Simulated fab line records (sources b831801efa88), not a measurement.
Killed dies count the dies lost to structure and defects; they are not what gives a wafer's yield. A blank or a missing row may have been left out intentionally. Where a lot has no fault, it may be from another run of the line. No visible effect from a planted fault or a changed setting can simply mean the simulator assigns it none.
The tool behind it: which one? + flow sky130 + 14 lots, 42 wafers sampled, at 6 steps of a route of 708

WHAT EACH GAUGE READ, for each wafer
SKY_SD_P_TW_MEAS_11. Usual: SD_P_TW 2815, standard deviation 19.
| lot  | measured     | on            | SD_P_TW        | flag |
|------|--------------|---------------|----------------|------|
| L119 | day 25 17:26 | film-metro-01 | 2786 2783 2796 |      |
| L120 | day 25 21:56 | film-metro-03 | 2819 2802 2829 |      |
| L121 | day 25 23:37 | film-metro-03 | 2822 2821 2832 |      |
| L122 | day 26 15:35 | film-metro-01 | 2809 2791 2802 |      |
| L123 | day 26 04:29 | film-metro-01 | 2807 2800 2809 |      |
| L129 | day 28 16:59 | film-metro-02 | 2846 2842 2835 |      |
| L132 | day 29 16:29 | film-metro-03 | 2839 2825 2839 |      |
| L137 | day 31 11:05 | film-metro-03 | 2798 2796 2818 |      |
| L138 | day 31 20:50 | film-metro-03 | 2806 2813 2801 |      |
| L140 | day 32 10:38 | film-metro-01 | 2838 2835 2823 |      |
| L141 | day 32 18:47 | film-metro-01 | 2833 2836 2836 |      |
| L142 | day 33 10:56 | film-metro-01 | 2833 2824 2833 |      |

TOOL THAT RAN EACH LOT (tool first, then ch and the chambers of the sampled wafers, then the start)
| lot  | SKY_FIELD_ISO_ETCH_14             | SKY_FIELD_ISO_ETCH_15             | SKY_FIELD_ISO_STRIP_16              | SKY_POLY_GATE_ETCH_17            | SKY_LDD_LDN_STRIP_12                 |
|------|-----------------------------------|-----------------------------------|-------------------------------------|----------------------------------|--------------------------------------|
| L119 | rie-diel-04 ch 0,1,2, day 2 10:47 | rie-diel-04 ch 0,1,2, day 2 10:50 | plasma-asher-01 ch 0,1, day 2 10:53 | rie-si-02 ch 1,3, day 16 18:40   | plasma-asher-02 ch 0,1, day 23 05:06 |
| L120 | rie-diel-01 ch 0,3, day 2 11:08   | rie-diel-01 ch 0,3, day 2 11:11   | plasma-asher-01 ch 0,1, day 2 11:14 | rie-si-02 ch 0,2,3, day 16 18:43 | plasma-asher-04 ch 0,1, day 23 08:43 |
| L121 | rie-diel-02 ch 0,2,3, day 2 15:14 | rie-diel-02 ch 0,2,3, day 2 15:17 | plasma-asher-03 ch 0,1, day 2 15:20 | rie-si-02 ch 1,2,3, day 16 20:31 | plasma-asher-04 ch 0,1, day 23 09:05 |
| L122 | rie-diel-04 ch 2,3, day 2 20:02   | rie-diel-04 ch 2,3, day 2 20:04   | plasma-asher-04 ch 0,1, day 2 20:08 | rie-si-02 ch 0,3, day 17 06:03   | plasma-asher-03 ch 0,1, day 23 23:01 |
| L123 | rie-diel-02 ch 0,3, day 3 01:00   | rie-diel-02 ch 0,3, day 3 01:02   | plasma-asher-01 ch 0,1, day 3 01:06 | rie-si-02 ch 1,3, day 17 03:48   | plasma-asher-04 ch 0,1, day 23 15:14 |
| L128 | rie-diel-02 ch 1,2,3, day 4 04:54 | rie-diel-02 ch 1,2,3, day 4 04:56 | plasma-asher-04 ch 0,1, day 4 05:00 | -                                | -                                    |
| L129 | rie-diel-01 ch 2,3, day 4 09:21   | rie-diel-01 ch 2,3, day 4 09:23   | plasma-asher-03 ch 0, day 4 09:27   | rie-si-02 ch 0,1,3, day 19 17:55 | plasma-asher-02 ch 0,1, day 26 04:17 |
| L131 | rie-diel-02 ch 0,1, day 4 19:05   | rie-diel-02 ch 0,1, day 4 19:08   | plasma-asher-04 ch 0,1, day 4 19:11 | -                                | -                                    |
| L132 | rie-diel-01 ch 0,2,3, day 4 23:45 | rie-diel-01 ch 0,2,3, day 4 23:47 | plasma-asher-03 ch 0,1, day 4 23:51 | rie-si-01 ch 1,2,3, day 20 19:06 | plasma-asher-03 ch 0,1, day 27 05:35 |
| L137 | rie-diel-01 ch 0,3, day 6 03:23   | rie-diel-01 ch 0,3, day 6 03:25   | plasma-asher-01 ch 0,1, day 6 03:28 | rie-si-02 ch 1,2,3, day 22 18:16 | plasma-asher-03 ch 0,1, day 29 00:29 |
| L138 | rie-diel-01 ch 1,2, day 6 06:41   | rie-diel-01 ch 1,2, day 6 06:44   | plasma-asher-04 ch 0,1, day 6 06:47 | rie-si-01 ch 0,2,3, day 23 05:19 | plasma-asher-03 ch 0,1, day 29 10:56 |
| L140 | rie-diel-04 ch 0,1,2, day 6 17:45 | rie-diel-04 ch 0,1,2, day 6 17:47 | plasma-asher-04 ch 0,1, day 6 17:51 | rie-si-01 ch 1,2,3, day 23 18:07 | plasma-asher-02 ch 0,1, day 29 22:43 |
| L141 | rie-diel-04 ch 0,1,3, day 7 01:35 | rie-diel-04 ch 0,1,3, day 7 01:38 | plasma-asher-01 ch 0,1, day 7 01:41 | rie-si-02 ch 0,1,2, day 24 06:48 | plasma-asher-02 ch 0, day 30 09:19   |
| L142 | rie-diel-04 ch 0,1,3, day 7 09:32 | rie-diel-04 ch 0,1,3, day 7 09:35 | plasma-asher-01 ch 0,1, day 7 09:40 | rie-si-01 ch 0,3, day 25 02:36   | plasma-asher-03 ch 0,1, day 31 03:02 |
- SKY_FIELD_ISO_ETCH_14: etches BARC in N2/H2, stops on SiO2, time 45.9 s, target depth 60 nm.
- SKY_FIELD_ISO_ETCH_15: etches the open film in CHF3/O2, stops on Si, target depth 180 nm, time 72 s.
- SKY_FIELD_ISO_STRIP_16: strips in O2/N2.
- SKY_POLY_GATE_ETCH_17: etches poly-Si in HBr/Cl2, stops on SiO2, target depth 180 nm, time 70.5 s.
- SKY_LDD_LDN_STRIP_12: strips in O2/N2.

WHAT THE TOOLS THEMSELVES READ (means of the sampled wafers that have a number; where no wafer has one, the mark that the record gives instead)
SKY_FIELD_ISO_ETCH_14. Usual: chamber-pressure-mTorr 29.999 mTorr, standard deviation 0.026; drypump-motor-current-A 5.7 A, standard deviation 0.47; oes-product-au 0.863 a.u., standard deviation 0.0048; run-length-s 74.1 s, standard deviation 0.52; throttle-valve-pct 13.227 %, standard deviation 0.0083.
| lot  | tool        | chamber-pressure-mTorr (mTorr) | drypump-motor-current-A (A) | oes-product-au (a.u.) | run-length-s (s) | throttle-valve-pct (%) | flag |
|------|-------------|--------------------------------|-----------------------------|-----------------------|------------------|------------------------|------|
| L119 | rie-diel-04 | 29.998                         | 5.9                         | 0.865                 | 73.9             | 13.225                 |      |
| L120 | rie-diel-01 | 29.996                         | 6.1                         | 0.859                 | 74.7             | 13.233                 |      |
| L121 | rie-diel-02 | 29.979                         | 5.5                         | 0.865                 | 73.8             | 13.227                 |      |
| L122 | rie-diel-04 | 30.012                         | 5.5                         | 0.865                 | 74.2             | 13.224                 |      |
| L123 | rie-diel-02 | 30.002                         | 5.4                         | 0.863                 | 73.6             | 13.223                 |      |
| L128 | rie-diel-02 | 29.976                         | 5.5                         | 0.983                 | 33.6             | 13.236                 | OFF  |
| L129 | rie-diel-01 | 30.022                         | 6.1                         | 0.862                 | 74.3             | 13.227                 |      |
| L131 | rie-diel-02 | 29.975                         | 5.8                         | 1.008                 | 33.2             | 13.254                 | OFF  |
| L132 | rie-diel-01 | 30.022                         | 6.1                         | 0.864                 | 74.4             | 13.223                 |      |
| L137 | rie-diel-01 | 30.001                         | 6.1                         | 0.867                 | 74.7             | 13.215                 |      |
| L138 | rie-diel-01 | 29.995                         | 5.8                         | 0.857                 | 73.3             | 13.235                 |      |
| L140 | rie-diel-04 | 29.991                         | 5.9                         | 0.863                 | 74.2             | 13.229                 |      |
| L141 | rie-diel-04 | 30.017                         | 5.4                         | 0.862                 | 74.0             | 13.226                 |      |
| L142 | rie-diel-04 | 30.010                         | 5.4                         | 0.859                 | 74.2             | 13.230                 |      |

SKY_FIELD_ISO_ETCH_15. Usual: chamber-pressure-mTorr 40.00 mTorr, standard deviation 0.035; chf3-flow-sccm 50.01 sccm, standard deviation 0.15; drypump-motor-current-A 5.7 A, standard deviation 0.47; oes-product-au 0.948 a.u., standard deviation 0.0076; run-length-s 100.2 s, standard deviation 0.54; throttle-valve-pct 8.844 %, standard deviation 0.0098.
| lot  | tool        | chamber-pressure-mTorr (mTorr) | chf3-flow-sccm (sccm) | drypump-motor-current-A (A) | oes-product-au (a.u.) | run-length-s (s) | throttle-valve-pct (%) | flag |
|------|-------------|--------------------------------|-----------------------|-----------------------------|-----------------------|------------------|------------------------|------|
| L119 | rie-diel-04 | 39.99                          | 49.93                 | 5.9                         | 0.960                 | 100.2            | 8.852                  |      |
| L120 | rie-diel-01 | 39.97                          | 50.02                 | 6.0                         | 0.962                 | 100.9            | 8.849                  |      |
| L121 | rie-diel-02 | 39.97                          | 50.00                 | 5.5                         | 0.943                 | 99.9             | 8.851                  |      |
| L122 | rie-diel-04 | 40.02                          | 50.04                 | 5.5                         | 0.949                 | 100.4            | 8.846                  |      |
| L123 | rie-diel-02 | 40.01                          | 50.11                 | 5.4                         | 0.947                 | 99.8             | 8.846                  |      |
| L128 | rie-diel-02 | 40.00                          | 50.19                 | 5.5                         | 0.372                 | 100.3            | 8.670                  | OFF  |
| L129 | rie-diel-01 | 39.98                          | 50.21                 | 6.1                         | 0.947                 | 100.5            | 8.853                  |      |
| L131 | rie-diel-02 | 39.99                          | 50.07                 | 5.8                         | 0.372                 | 100.1            | 8.669                  | OFF  |
| L132 | rie-diel-01 | 40.01                          | 49.99                 | 6.1                         | 0.943                 | 100.7            | 8.858                  |      |
| L137 | rie-diel-01 | 40.00                          | 50.06                 | 6.1                         | 0.952                 | 101.0            | 8.838                  |      |
| L138 | rie-diel-01 | 40.01                          | 50.01                 | 5.8                         | 0.950                 | 99.4             | 8.839                  |      |
| L140 | rie-diel-04 | 39.99                          | 50.07                 | 5.9                         | 0.947                 | 100.1            | 8.848                  |      |
| L141 | rie-diel-04 | 40.03                          | 49.99                 | 5.4                         | 0.943                 | 100.2            | 8.833                  |      |
| L142 | rie-diel-04 | 40.01                          | 49.94                 | 5.4                         | 0.946                 | 100.3            | 8.846                  |      |

SKY_FIELD_ISO_STRIP_16. Usual: chamber-pressure-mTorr 1499.9 mTorr, standard deviation 1.3; drypump-motor-current-A 5.6 A, standard deviation 0.35; oes-product-au 0.379 a.u., standard deviation 0.0048; strip-time-to-endpoint-s 3.563 s, standard deviation 0.028.
| lot  | tool            | chamber-pressure-mTorr (mTorr) | drypump-motor-current-A (A) | oes-product-au (a.u.) | strip-time-to-endpoint-s (s) | flag |
|------|-----------------|--------------------------------|-----------------------------|-----------------------|------------------------------|------|
| L119 | plasma-asher-01 | 1501.4                         | 5.8                         | 0.380                 | 3.553                        |      |
| L120 | plasma-asher-01 | 1499.7                         | 5.8                         | 0.376                 | 3.549                        |      |
| L121 | plasma-asher-03 | 1500.1                         | 4.9                         | 0.380                 | 3.554                        |      |
| L122 | plasma-asher-04 | 1499.6                         | 5.7                         | 0.382                 | 3.571                        |      |
| L123 | plasma-asher-01 | 1499.4                         | 5.8                         | 0.381                 | 3.576                        |      |
| L128 | plasma-asher-04 | 1499.9                         | 5.7                         | 0.394                 | 3.980                        | OFF  |
| L129 | plasma-asher-03 | 1499.6                         | 4.8                         | 0.381                 | 3.554                        |      |
| L131 | plasma-asher-04 | 1500.0                         | 5.7                         | 0.402                 | 3.948                        | OFF  |
| L132 | plasma-asher-03 | 1498.0                         | 4.9                         | 0.383                 | 3.582                        |      |
| L137 | plasma-asher-01 | 1500.7                         | 5.9                         | 0.377                 | 3.530                        |      |
| L138 | plasma-asher-04 | 1499.0                         | 5.7                         | 0.379                 | 3.548                        |      |
| L140 | plasma-asher-04 | 1500.3                         | 5.6                         | 0.384                 | 3.589                        |      |
| L141 | plasma-asher-01 | 1499.4                         | 5.8                         | 0.379                 | 3.522                        |      |
| L142 | plasma-asher-01 | 1499.4                         | 5.8                         | 0.384                 | 3.548                        |      |

SKY_POLY_GATE_ETCH_17. Usual: chamber-pressure-mTorr 10.001 mTorr, standard deviation 0.0088; drypump-motor-current-A 5.7 A, standard deviation 0.4; oes-product-au 0.991 a.u., standard deviation 0.008; run-length-s 98.7 s, standard deviation 0.39; throttle-valve-pct 33.685 %, standard deviation 0.0094.
| lot  | tool      | chamber-pressure-mTorr (mTorr) | drypump-motor-current-A (A) | oes-product-au (a.u.) | run-length-s (s) | throttle-valve-pct (%) | flag |
|------|-----------|--------------------------------|-----------------------------|-----------------------|------------------|------------------------|------|
| L119 | rie-si-02 | 10.001                         | 5.6                         | 0.992                 | 98.6             | 33.694                 |      |
| L120 | rie-si-02 | 10.008                         | 5.5                         | 0.991                 | 98.7             | 33.681                 |      |
| L121 | rie-si-02 | 9.996                          | 5.6                         | 0.999                 | 98.6             | 33.685                 |      |
| L122 | rie-si-02 | 10.010                         | 5.5                         | 1.005                 | 98.7             | 33.680                 |      |
| L123 | rie-si-02 | 10.000                         | 5.6                         | 0.997                 | 98.9             | 33.690                 |      |
| L129 | rie-si-02 | 10.001                         | 5.4                         | 0.978                 | 98.5             | 33.688                 |      |
| L132 | rie-si-01 | 10.002                         | 6.0                         | 0.986                 | 98.7             | 33.685                 |      |
| L137 | rie-si-02 | 10.005                         | 5.6                         | 0.982                 | 98.7             | 33.677                 |      |
| L138 | rie-si-01 | 10.005                         | 5.7                         | 0.983                 | 98.8             | 33.680                 |      |
| L140 | rie-si-01 | 10.008                         | 6.0                         | 0.988                 | 99.0             | 33.683                 |      |
| L141 | rie-si-02 | 9.997                          | 5.5                         | 0.998                 | 98.5             | 33.687                 |      |
| L142 | rie-si-01 | 10.003                         | 5.4                         | 0.992                 | 99.0             | 33.687                 |      |

SKY_LDD_LDN_STRIP_12. Usual: chamber-pressure-mTorr 1500.0 mTorr, standard deviation 1.4; drypump-motor-current-A 5.4 A, standard deviation 0.45; oes-product-au 0.716 a.u., standard deviation 0.0047; strip-time-to-endpoint-s 14.16 s, standard deviation 0.037.
| lot  | tool            | chamber-pressure-mTorr (mTorr) | drypump-motor-current-A (A) | oes-product-au (a.u.) | strip-time-to-endpoint-s (s) | flag |
|------|-----------------|--------------------------------|-----------------------------|-----------------------|------------------------------|------|
| L119 | plasma-asher-02 | 1500.3                         | 5.7                         | 0.720                 | 14.15                        |      |
| L120 | plasma-asher-04 | 1498.7                         | 5.7                         | 0.712                 | 14.16                        |      |
| L121 | plasma-asher-04 | 1499.7                         | 5.6                         | 0.717                 | 14.14                        |      |
| L122 | plasma-asher-03 | 1499.4                         | 4.9                         | 0.711                 | 14.08                        |      |
| L123 | plasma-asher-04 | 1499.7                         | 5.7                         | 0.717                 | 14.13                        |      |
| L129 | plasma-asher-02 | 1500.0                         | 5.7                         | 0.716                 | 14.14                        |      |
| L132 | plasma-asher-03 | 1501.8                         | 4.9                         | 0.718                 | 14.14                        |      |
| L137 | plasma-asher-03 | 1498.9                         | 4.9                         | 0.716                 | 14.18                        |      |
| L138 | plasma-asher-03 | 1501.5                         | 4.9                         | 0.719                 | 14.20                        |      |
| L140 | plasma-asher-02 | 1500.4                         | 5.7                         | 0.711                 | 14.15                        |      |
| L141 | plasma-asher-02 | 1500.4                         | 6.1                         | 0.720                 | 14.19                        |      |
| L142 | plasma-asher-03 | 1499.8                         | 4.9                         | 0.712                 | 14.18                        |      |

THE ANSWER, worked out from the rows above alone
Rule: lot off if the mean of its wafers having a number is beyond 3 standard deviations from the usual mean. A lot without any number at a reading at which 4 lots or more have one is off too. All remaining lots with rows at the step are treated as sound. First the gauges in route order, then the tools' own readings, where a lot's mean is used as printed above. The first step at which some lot is off is used, and at that step the reading that is off furthest; a lot without a number counts as furthest.
Off: L128, L131, at SKY_FIELD_ISO_ETCH_14 (run-length-s).
A tool fits if, at that step or a process step before it, it ran every lot that is off, and no sound lot after the first of them. One candidate fits, namely rie-diel-02 at SKY_FIELD_ISO_ETCH_14. Its last sound lot is L123 (day 3 01:00), its first lot that is off L128 (day 4 04:54): a fault that began between those two fits.
The tool's own readings at SKY_FIELD_ISO_ETCH_14 bear it out: on the lots that are off they differ by more than 5 times the standard deviation of the sound lots' means. oes-product-au reads 0.996 a.u. there against 0.863 a.u. on the sound lots; run-length-s reads 33.4 s there against 74.1 s on the sound lots.

WHAT THE SIMULATOR HAD PUT IN
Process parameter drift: rie-diel-02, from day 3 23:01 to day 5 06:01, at SKY_FIELD_ISO_ETCH_14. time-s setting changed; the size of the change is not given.
Shown lots that were struck: L128, L131. Same finding as the rule above.
